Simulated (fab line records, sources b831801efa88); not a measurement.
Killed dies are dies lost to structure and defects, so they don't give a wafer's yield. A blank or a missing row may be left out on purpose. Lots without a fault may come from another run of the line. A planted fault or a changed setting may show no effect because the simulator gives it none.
Chamber matching | flow gf180mcu | GF_V4_ETCH_16 on rie_diel-04: 4 sister chambers
The step etches BARC in N2/H2. 16 wafers are shown with their chamber, then 8 later ones without.

WAFERS WITH THEIR CHAMBER
wafer  | chamber | drypump_motor_current_A (A) | oes_product_au (a.u.) | throttle_valve_pct (%)
L081.2 | 2       | 4.8                         | 0.853                 | 13.230
L081.5 | 2       | 4.8                         | 0.854                 | 13.224
L081.6 | 1       | 5.2                         | 0.857                 | 13.225
L083.3 | 1       | 5.2                         | 0.855                 | 13.230
L083.5 | 3       | 5.7                         | 0.856                 | 13.217
L083.6 | 0       | 6.1                         | 0.865                 | 13.221
L087.1 | 3       | 5.7                         | 0.855                 | 13.219
L087.2 | 1       | 5.2                         | 0.850                 | 13.223
L087.4 | 2       | 4.9                         | 0.860                 | 13.236
L090.1 | 2       | 4.8                         | 0.856                 | 13.208
L090.3 | 0       | 6.1                         | 0.861                 | 13.219
L090.5 | 0       | 6.1                         | 0.850                 | 13.231
L091.2 | 0       | 6.1                         | 0.864                 | 13.230
L091.5 | 1       | 5.2                         | 0.854                 | 13.211
L091.6 | 2       | 4.8                         | 0.851                 | 13.228
L093.2 | 0       | 6.1                         | 0.854                 | 13.227

SIGNATURES (means of the wafers above)
reading                 | chamber 0 | chamber 1 | chamber 2 | chamber 3 | scatter within a chamber
drypump_motor_current_A | 6.100     | 5.200     | 4.820     | 5.700     | 0.0258
oes_product_au          | 0.85880   | 0.85400   | 0.85480   | 0.85550   | 0.00451
throttle_valve_pct      | 13.22560  | 13.22225  | 13.22520  | 13.21800  | 0.00794
Rule: a wafer's distance from a chamber is the root of the sum, over the readings, of the square of ((its reading less the chamber's mean) divided by the reading's scatter). The wafer belongs to the nearest chamber; if the next one is less than 2 further off, it can't be placed. The scatter: the root of (the sum of the squares of (reading less its chamber's mean) over the shown wafers, divided by (wafers less chambers)).

WAFERS WITHOUT THEIR CHAMBER
wafer  | drypump_motor_current_A (A) | oes_product_au (a.u.) | throttle_valve_pct (%)
L093.3 | 4.8                         | 0.854                 | 13.226
L093.5 | 5.3                         | 0.862                 | 13.222
L096.2 | 5.7                         | 0.853                 | 13.232
L096.3 | 4.8                         | 0.852                 | 13.208
L096.6 | 5.2                         | 0.854                 | 13.223
L097.1 | 4.9                         | 0.849                 | 13.225
L097.2 | 5.7                         | 0.851                 | 13.220
L097.5 | 5.2                         | 0.860                 | 13.220

WHICH CHAMBER EACH WENT THROUGH
wafer  | from the rows above | in truth
L093.3 | 2                   | 2
L093.5 | 1                   | 1
L096.2 | 3                   | 3
L096.3 | 2                   | 2
L096.6 | 1                   | 1
L097.1 | 2                   | 2
L097.2 | 3                   | 3
L097.5 | 1                   | 1
Placed correctly: 8 of 8. Can't be placed from these rows: 0. Placed wrongly: 0.
